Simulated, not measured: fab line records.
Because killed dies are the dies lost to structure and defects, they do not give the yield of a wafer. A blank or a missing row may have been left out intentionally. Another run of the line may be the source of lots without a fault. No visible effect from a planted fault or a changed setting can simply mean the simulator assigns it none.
A struck lot beside a sound one + flow sky130 + 14 out of 708 route steps
Sound: wafers L703.3, L703.4, L703.6. Wafers L695.3, L695.4, L695.5 were the ones struck. At the end, the cause is stated.
Order at every step that has rows: each side's tool, ch and its chambers, its first start. Under that, the readings that differ: sound wafers + struck wafers + difference of the means + sigmas: that difference in standard deviations of wafers without a fault.
alike: same words and numbers on both sides, and readings whose means sit less than 2 such deviations apart. not compared: any withheld reading, any reading some wafer has no value for, any bound like >300 that may hide the same value, and any number with overlapping values for which the record gives no deviation.
Wherever a step has rows on one side only, a row that says differs or no value, or a row with sigmas, the two part there. Numbers that don't overlap but have no deviation are shown without sigmas and don't part them. Lack of a reading on every wafer of one side parts them only where that side has two or more wafers.

SKY_METAL5_STRIP_16: strips in O2/N2.
  sound on plasmaAsher-01 ch 0,1, day 47 01:34; struck on plasmaAsher-01 ch 0,1, day 45 06:31
  alike: drypumpMotorCurrentA, oesProductAu, stripTimeToEndpointS
  not compared: rfHoursCounterH
then, 3 steps without rows for these wafers: SKY_METAL5_STRIP_17 (strips in post etch residue remover, time 1200 s); SKY_METAL5_CLEAN_18 (cleans in IPA, time 180 s); SKY_METAL5_CLEAN_19 (cleans in O3/DIW).
SKY_PASSIVATION_CVD_00: deposits SiO2, target thk 90 nm.
  sound on pecvd-02 ch 0,2, day 47 02:07; struck on pecvd-02 ch 0,1,2, day 45 07:13
  alike: heaterPowerOuterW, heaterPowerW
SKY_PASSIVATION_THK_MEAS_01:
  struck on filmMetro-01, day 45 07:16; sound on filmMetro-01, day 47 02:10
  alike: PASSIVATION_CVD_00_THK
SKY_PASSIVATION_CVD_02: deposits Si3N4, target thk 540 nm.
  sound on pecvd-04 ch 0,1,2, day 47 02:12; struck on pecvd-04 ch 0,2, day 45 07:18
  alike: heaterPowerOuterW, heaterPowerW
SKY_PASSIVATION_THK_MEAS_03:
  struck on filmMetro-03, day 45 07:33; sound on filmMetro-01, day 47 02:26
  alike: PASSIVATION_CVD_02_THK
then, 4 steps without rows for these wafers: SKY_PASSIVATION_DEHYDRATE_04 (time 60 s); SKY_PASSIVATION_HMDS_05 (prime time 60 s); SKY_PASSIVATION_COAT_06 (resist thk 3000 nm); SKY_PASSIVATION_SOFTBAKE_07.
SKY_PASSIVATION_EXPOSE_08: exposes mask NSM, target cd 3000 nm.
  sound on ilineStepper-01 ch 0, day 47 11:16; struck on ilineStepper-01, day 45 18:10
  no value came back on the struck wafers for exposureDoseMJCm2, focusOffsetNm (nm); on the sound wafers exposureDoseMJCm2 reads 259.75 260.19 260.00
  alike: mask
after that, 1 step had no rows for these wafers: SKY_PASSIVATION_PEB_09.

## WHERE THEY PART
Only at SKY_PASSIVATION_EXPOSE_08, within this record.

WHY: whatever the simulator had introduced
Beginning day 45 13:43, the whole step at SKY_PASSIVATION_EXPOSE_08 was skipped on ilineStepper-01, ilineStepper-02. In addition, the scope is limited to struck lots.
